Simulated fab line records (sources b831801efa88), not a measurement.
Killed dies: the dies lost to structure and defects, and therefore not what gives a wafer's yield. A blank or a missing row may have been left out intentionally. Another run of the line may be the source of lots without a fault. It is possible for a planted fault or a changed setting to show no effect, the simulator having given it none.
fab line records | flow sfqLine
record: lots: 6 | wafers: 18 | lastDay: 81
route steps=325 shown JJ@197 M5@198 A5B@209
lots that met no fault: taken from a fault-free run of the same line
startH: hours from the record's first day to the start of the lot's first wafer shown | waitH: hours since the lot's step before | " same as the row above | L1.1+2: one row covering several wafers at once | - no value present, or no start provided | * or withheld: withheld | < > ~ a bound
route shown NAME@n: names a module that has steps shown in the file, with the first one's number in the route | usual: mean/standard deviation taken from wafers without a fault | same: alike in all rows | chamber/n: place in a boat | sites: per-site readings | _std_site: how widely they spread, as a standard deviation | _edge_site: inner sites' mean taken away from outer sites' mean | radiusMm: how far each site lies from the wafer's centre | mask NAME#n: copy n | behind: the most recent tool/chamber to have shaped the wafer | hold: the reason the lot was held/the length of the hold in hours/how it ended | device: the transistor (n, p or np) that didn't switch | end of line: at the end of the route, the tests of the same wafers | a step without rows: its recipe alone | killed: the dies lost at the first sort to structure and to defects; this is not the yield of the wafer | map: a wafer's dies, marking killed ones x, the rest . and places with no die _
set.NAME: the run value of the setting; set.NAME@STEP: its run value at that earlier step | model.NAME: the simulator's own value behind a step, which no gauge read
certain route steps with their lots: each step a table, each wafer a row
services: the hour from which a tool's chamber was out of use, counted from the record's first day as startH (under 0 if before that day), plus the number of hours and why
== steps ==
step: SFQ_TRILAYER_JJ_CE_STRIP_SOLV_CLEAN_121
recipe: chemistry: NMP | tempC: 70 | timeS: 600
step: SFQ_TRILAYER_M5_LITHO_COAT_128
recipe: resist: BARC | spinRpm: 3000 | resistThkNm: 62
step: SFQ_TRILAYER_M5_LITHO_COAT_123
recipe: resist: KrF | spinRpm: 3000 | resistThkNm: 600
step: SFQ_TRILAYER_M5_LITHO_SOFTBAKE_127
recipe: tempC: withheld | timeS: withheld | resist: KrF
step: SFQ_TRILAYER_M5_LITHO_EXPOSE_124
recipe: maskId: M5 | na: 0.6 | sourceShape: conventional | sigmaOuter: 0.65 | targetCdNm: 700 | doseMj: 14.4
step: SFQ_TRILAYER_M5_LITHO_PEB_126
recipe: pebTempC: 115 | pebTimeS: 60 | resist: KrF
step: SFQ_TRILAYER_M5_LITHO_DEVELOP_125
recipe: timeS: 60 | resist: KrF
step: SFQ_M5_OVL_MEAS_932
usual: M5_OVL: 0/4.6
lot.wafer | tool       | chamber | startH  | waitH | M5_OVL[nm]
L837.1    | overlay-02 | -       | 1070.38 | 0.1   | -1
L837.2    | "          | -       | "       | "     | 1
L837.3    | "          | -       | "       | "     | 4
L841.2    | overlay-01 | -       | 1136.94 | 0.1   | -7
L841.4    | "          | -       | "       | "     | -6
L841.6    | "          | -       | "       | "     | -10
L843.2    | overlay-01 | -       | 1150.14 | 0.1   | 4
L843.3    | "          | -       | "       | "     | 1
L843.6    | "          | -       | "       | "     | -3
L850.2    | overlay-02 | -       | 1427.90 | 0.1   | 2
L850.4    | "          | -       | "       | "     | -6
L850.6    | "          | -       | "       | "     | -1
L851.1    | overlay-01 | -       | 1435.50 | 0.1   | 3
L851.4    | "          | -       | "       | "     | 7
L851.6    | "          | -       | "       | "     | 4
L855.1    | overlay-01 | -       | 1440.30 | 0.1   | 2
L855.3    | "          | -       | "       | "     | -4
L855.6    | "          | -       | "       | "     | 6
step: SFQ_TRILAYER_M5_BARC_OPEN_METAL_ETCH_161
recipe: maskMaterial: PR | chemistry: O2 | targetDepthNm: 125 | target: BARC | icpW: 600 | biasW: 80 | pressureMtorr: 10 | timeS: 41.7
usual: drypumpMotorCurrentA: 5.9/0.4 | heBacksideLeakSccm: 3.44/0.29 | oesProductAu: 0.685/0.0048
lot.wafer | tool        | chamber | startH  | waitH | drypumpMotorCurrentA | heBacksideLeakSccm | oesProductAu | rfHoursCounterH
L837.1    | rieMetal-01 | 1       | 1070.42 | 0.0   | 5.8                  | 3.25               | 0.687        | 43
L837.2    | "           | 0       | "       | "     | 5.8                  | 3.29               | 0.688        | 14
L837.3    | "           | 0       | "       | "     | 5.8                  | 3.34               | 0.682        | -
L841.2    | rieMetal-01 | 1       | 1136.97 | 0.0   | 5.7                  | 4.87               | 0.685        | 55
L841.4    | "           | 0       | "       | "     | 5.8                  | 3.84               | 0.682        | -
L841.6    | "           | 0       | "       | "     | 5.8                  | 3.72               | 0.680        | -
L843.2    | rieMetal-04 | 0       | 1150.17 | 0.0   | 6.3                  | 3.59               | 0.681        | 82
L843.3    | "           | 0       | "       | "     | 6.3                  | 3.77               | 0.677        | -
L843.6    | "           | 0       | "       | "     | 6.3                  | 3.57               | 0.681        | -
L850.2    | rieMetal-04 | 1       | 1427.93 | 0.0   | 5.7                  | 3.44               | 0.683        | 69
L850.4    | "           | 0       | "       | "     | 6.3                  | 3.69               | 0.686        | -
L850.6    | "           | 0       | "       | "     | 6.3                  | 3.53               | 0.688        | -
L851.1    | rieMetal-04 | 1       | 1435.54 | 0.0   | 5.7                  | 3.47               | 0.687        | 69
L851.4    | "           | 1       | "       | "     | 5.7                  | 3.51               | 0.677        | -
L851.6    | "           | 0       | "       | "     | 6.3                  | 3.38               | 0.679        | -
L855.1    | rieMetal-04 | 0       | 1440.34 | 0.0   | 6.3                  | 3.50               | 0.692        | 127
L855.3    | "           | 1       | "       | "     | 5.7                  | 3.35               | 0.683        | -
L855.6    | "           | 1       | "       | "     | 5.7                  | 3.35               | 0.690        | -
step: SFQ_TRILAYER_M5_ETCH_METAL_ETCH_126
recipe: target: Nb | stopOn: SiO2 | maskMaterial: PR | overEtchFrac: 0.15 | timeS: 203.2 | chemistry: Cl2/BCl3 | targetDepthNm: 265 | icpW: 600 | biasW: 80 | pressureMtorr: 10
usual: drypumpMotorCurrentA: 5.9/0.4 | heBacksideLeakSccm: 3.40/0.18 | oesProductAu: 0.727/0.0054
lot.wafer | tool        | chamber | startH  | waitH | drypumpMotorCurrentA | heBacksideLeakSccm | oesProductAu | rfHoursCounterH
L837.1    | rieMetal-01 | 1       | 1070.47 | 0.0   | 5.7                  | 3.30               | 0.715        | 43
L837.2    | "           | 0       | "       | "     | 5.8                  | 3.42               | 0.722        | 14
L837.3    | "           | 0       | "       | "     | 5.8                  | 3.63               | 0.721        | -
L841.2    | rieMetal-01 | 1       | 1137.02 | 0.0   | 5.7                  | 3.46               | 0.726        | 55
L841.4    | "           | 0       | "       | "     | 5.8                  | 3.34               | 0.723        | -
L841.6    | "           | 0       | "       | "     | 5.8                  | 3.56               | 0.722        | -
L843.2    | rieMetal-04 | 0       | 1150.22 | 0.0   | 6.3                  | 3.12               | 0.728        | 82
L843.3    | "           | 0       | "       | "     | 6.3                  | 3.43               | 0.731        | -
L843.6    | "           | 0       | "       | "     | 6.3                  | 3.23               | 0.732        | -
L850.2    | rieMetal-04 | 1       | 1427.99 | 0.0   | 5.7                  | 3.53               | 0.717        | 69
L850.4    | "           | 0       | "       | "     | 6.3                  | 3.57               | 0.719        | -
L850.6    | "           | 0       | "       | "     | 6.3                  | 3.63               | 0.733        | -
L851.1    | rieMetal-04 | 1       | 1435.60 | 0.0   | 5.7                  | 3.32               | 0.719        | 69
L851.4    | "           | 1       | "       | "     | 5.7                  | 3.33               | 0.730        | -
L851.6    | "           | 0       | "       | "     | 6.3                  | 3.64               | 0.726        | -
L855.1    | rieMetal-04 | 0       | 1440.40 | 0.0   | 6.4                  | 3.75               | 0.725        | 127
L855.3    | "           | 1       | "       | "     | 5.7                  | 3.48               | 0.730        | -
L855.6    | "           | 1       | "       | "     | 5.7                  | 3.45               | 0.735        | -
step: SFQ_TRILAYER_M5_STRIP_STRIP_127
recipe: gas: O2 | powerW: 200 | platenTempC: 40 | overashFraction: 0.65 | chemistry: O2 | pressureMtorr: 50
usual: drypumpMotorCurrentA: 5.9/0.4 | heBacksideLeakSccm: 3.41/0.17 | oesProductAu: 1.004/0.0088 | platenTempC: 39.98/0.12
lot.wafer | tool        | chamber | startH  | waitH | drypumpMotorCurrentA | heBacksideLeakSccm | oesProductAu | platenTempC | rfHoursCounterH
L837.1    | rieMetal-01 | 1       | 1070.67 | 0.1   | 5.8                  | 3.18               | 0.994        | 40.00       | 43
L837.2    | "           | 0       | "       | "     | 5.8                  | 3.57               | 1.012        | 40.21       | 14
L837.3    | "           | 0       | "       | "     | 5.8                  | 3.54               | 1.008        | 39.95       | -
L841.2    | rieMetal-01 | 1       | 1137.22 | 0.1   | 5.8                  | 3.29               | 1.006        | 40.10       | 55
L841.4    | "           | 0       | "       | "     | 5.8                  | 3.44               | 0.997        | 39.93       | -
L841.6    | "           | 0       | "       | "     | 5.8                  | 3.63               | 1.002        | 40.15       | -
L843.2    | rieMetal-04 | 0       | 1150.42 | 0.1   | 6.3                  | 3.06               | 1.001        | 39.82       | 82
L843.3    | "           | 0       | "       | "     | 6.3                  | 3.21               | 1.006        | 39.91       | -
L843.6    | "           | 0       | "       | "     | 6.3                  | 3.06               | 1.012        | 40.14       | -
L850.2    | rieMetal-04 | 1       | 1428.18 | 0.1   | 5.7                  | 3.44               | 1.007        | 39.98       | 69
L850.4    | "           | 0       | "       | "     | 6.3                  | 3.62               | 1.013        | 39.90       | -
L850.6    | "           | 0       | "       | "     | 6.3                  | 3.35               | 1.015        | 40.13       | -
L851.1    | rieMetal-04 | 1       | 1435.79 | 0.1   | 5.7                  | 3.65               | 1.002        | 40.01       | 69
L851.4    | "           | 1       | "       | "     | 5.7                  | 3.57               | 1.006        | 39.88       | -
L851.6    | "           | 0       | "       | "     | 6.3                  | 3.40               | 1.008        | 40.02       | -
L855.1    | rieMetal-04 | 0       | 1440.59 | 0.1   | 6.3                  | 3.42               | 1.009        | 40.11       | 127
L855.3    | "           | 1       | "       | "     | 5.7                  | 3.52               | 1.000        | 39.96       | -
L855.6    | "           | 1       | "       | "     | 5.7                  | 3.42               | 0.997        | 40.11       | -
step: SFQ_TRILAYER_M5_STRIP_SOLV_CLEAN_128
recipe: chemistry: NMP | tempC: 70 | timeS: 600
step: SFQ_TRILAYER_A5B_DEP_PECVD_129
recipe: material: SiO2 | tempC: 150 | timeS: 133.33 | pressureTorr: 2.4 | rfW: 183.3 | precursor: SiH4/N2O | targetThkNm: 600
usual: heaterPowerW: 81/9.3 | rfFwdPowerW: 182.4/0.63 | throttleValvePct: 24.5/1
lot.wafer | tool     | chamber | startH  | waitH | heaterPowerW | rfFwdPowerW | throttleValvePct | model.SiO2_of_TRILAYER_A5B_DEP_PECVD_129.thkNm
L837.1    | pecvd-02 | 0       | 1071.46 | 0.0   | 81           | 180.9       | 23.5             | 594.6
L837.2    | "        | 1       | "       | "     | 79           | 183.0       | 23.3             | 588.8
L837.3    | "        | 2       | "       | "     | 59           | 183.3       | 24.3             | 594.7
L841.2    | pecvd-02 | 1       | 1137.99 | 0.0   | 102          | 151.7       | 23.5             | 567.7
L841.4    | "        | 1       | "       | "     | 83           | 153.1       | 23.4             | 581.6
L841.6    | "        | 2       | "       | "     | 78           | 152.0       | 24.5             | 577.7
L843.2    | pecvd-02 | 0       | 1151.21 | 0.0   | 98           | 153.8       | 24.0             | 565.6
L843.3    | "        | 1       | "       | "     | 99           | 152.8       | 23.4             | 562.3
L843.6    | "        | 0       | "       | "     | 97           | 153.5       | 23.9             | 571.1
L850.2    | pecvd-02 | 1       | 1428.99 | 0.0   | 90           | 182.3       | 23.8             | 598.4
L850.4    | "        | 0       | "       | "     | 89           | 181.9       | 25.7             | 604.4
L850.6    | "        | 2       | "       | "     | 67           | 182.3       | 25.4             | 612.1
L851.1    | pecvd-03 | 1       | 1436.57 | 0.0   | 86           | 182.2       | 23.8             | 593.8
L851.4    | "        | 2       | "       | "     | 92           | 182.9       | 23.8             | 610.6
L851.6    | "        | 0       | "       | "     | 82           | 181.8       | 25.3             | 611.4
L855.1    | pecvd-02 | 1       | 1441.37 | 0.0   | 88           | 181.5       | 23.8             | 586.1
L855.3    | "        | 2       | "       | "     | 69           | 182.6       | 25.4             | 595
L855.6    | "        | 0       | "       | "     | 77           | 182.1       | 25.6             | 599.7
step: SFQ_TRILAYER_A5B_CMP_CMP_130
recipe: stopOn: Nb | downForcePsi: 3 | platenRpm: 60 | targetThkNm: 340.7
usual: motorCurrentA: 10.3/0.87 | platenRpm: 60.00/0.038
lot.wafer | tool   | chamber | startH  | waitH | motorCurrentA | platenRpm
L837.2    | cmp-01 | 2       | 1082.50 | 11.0  | 10.3          | 60.00
L837.3    | "      | 3       | "       | "     | 11.0          | 60.02
L837.1    | "      | 0       | "       | "     | 12.1          | 60.00
L841.4    | cmp-01 | 3       | 1139.10 | 1.0   | 11.2          | 60.02
L841.2    | "      | 0       | "       | "     | 11.8          | 60.05
L841.6    | "      | 2       | 1140.60 | 2.5   | 9.5           | 60.00
L843.2    | cmp-01 | 3       | 1152.30 | 1.0   | 11.2          | 59.95
L843.3    | "      | 1       | 1153.30 | 2.0   | 11.0          | 59.93
L843.6    | "      | 2       | "       | "     | 9.7           | 59.98
L850.2    | cmp-02 | 1       | 1450.89 | 21.9  | 8.6           | 60.04
L850.4    | "      | 0       | 1452.39 | 23.3  | 11.1          | 59.98
L850.6    | "      | 1       | "       | "     | 8.5           | 59.97
L851.1    | cmp-01 | 2       | 1452.19 | 15.6  | 9.6           | 60.00
L851.4    | "      | 0       | 1453.19 | 16.5  | 10.9          | 60.06
L851.6    | "      | 2       | 1454.19 | 17.5  | 10.2          | 60.07
L855.3    | cmp-01 | 2       | 1461.69 | 20.3  | 10.0          | 60.00
L855.1    | "      | 3       | "       | "     | 11.1          | 60.01
L855.6    | "      | 1       | 1463.19 | 21.7  | 11.6          | 60.02
== services ==
tool        | chamber | startH  | hours | kind
pecvd-02    | -       | 1056.43 | 2.8   | pm
pecvd-03    | -       | 1079.08 | 6.0   | pm
cmp-01      | -       | 1085.00 | 10.8  | pm
cmp-01      | -       | 1095.82 | 4.0   | pm
pecvd-03    | -       | 1099.81 | 1.6   | repair
cmp-01      | -       | 1116.40 | 5.4   | pm
pecvd-03    | -       | 1132.02 | 2.8   | pm
cmp-01      | -       | 1132.17 | 1.5   | repair
cmp-01      | -       | 1135.78 | 2.1   | repair
pecvd-03    | 0       | 1152.97 | 5.9   | repair
cmp-02      | -       | 1189.89 | 4.5   | repair
cmp-02      | -       | 1191.83 | 1.5   | repair
cmp-02      | -       | 1213.80 | 5.4   | repair
pecvd-02    | 1       | 1223.22 | 8.5   | repair
cmp-02      | -       | 1229.82 | 1.4   | repair
rieMetal-01 | 1       | 1255.69 | 4.8   | repair
rieMetal-04 | -       | 1313.00 | 1.2   | repair
cmp-01      | -       | 1331.53 | 3.3   | pm
cmp-01      | -       | 1418.57 | 1.3   | repair
rieMetal-01 | -       | 1422.01 | 0.2   | repair
cmp-01      | -       | 1433.47 | 2.2   | repair
cmp-01      | -       | 1438.69 | 4.0   | pm
rieMetal-01 | -       | 1440.84 | 1.4   | pm
pecvd-02    | 2       | 1455.78 | 1.8   | repair
== key ==
firstSign: step: SFQ_TRILAYER_A5B_DEP_PECVD_129 | reading: rfFwdPowerW | direction: down | sigmas: 47 | usual: 182.4 | struck: 152.8
effect none on later readings
modelEffect: step: SFQ_TRILAYER_A5B_DEP_PECVD_129 | value: SiO2_of_TRILAYER_A5B_DEP_PECVD_129.thkNm | without: 601.6 | struck: 571
metAt SFQ_TRILAYER_A5B_DEP_PECVD_129
struckWafers L841.2,L841.4,L841.6,L843.2,L843.3,L843.6
onsetBetween 1071.46 1137.99
fault: kind: processParameterDrift | tool: pecvd-02 | chamber: - | onsetH: 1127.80 | steps: SFQ_TRILAYER_A5B_DEP_PECVD_129 | channel: rfW | offset: -29.328 | shape: step | endH: 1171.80 | actsIn: theseRecipesOnly | stated: 183.3
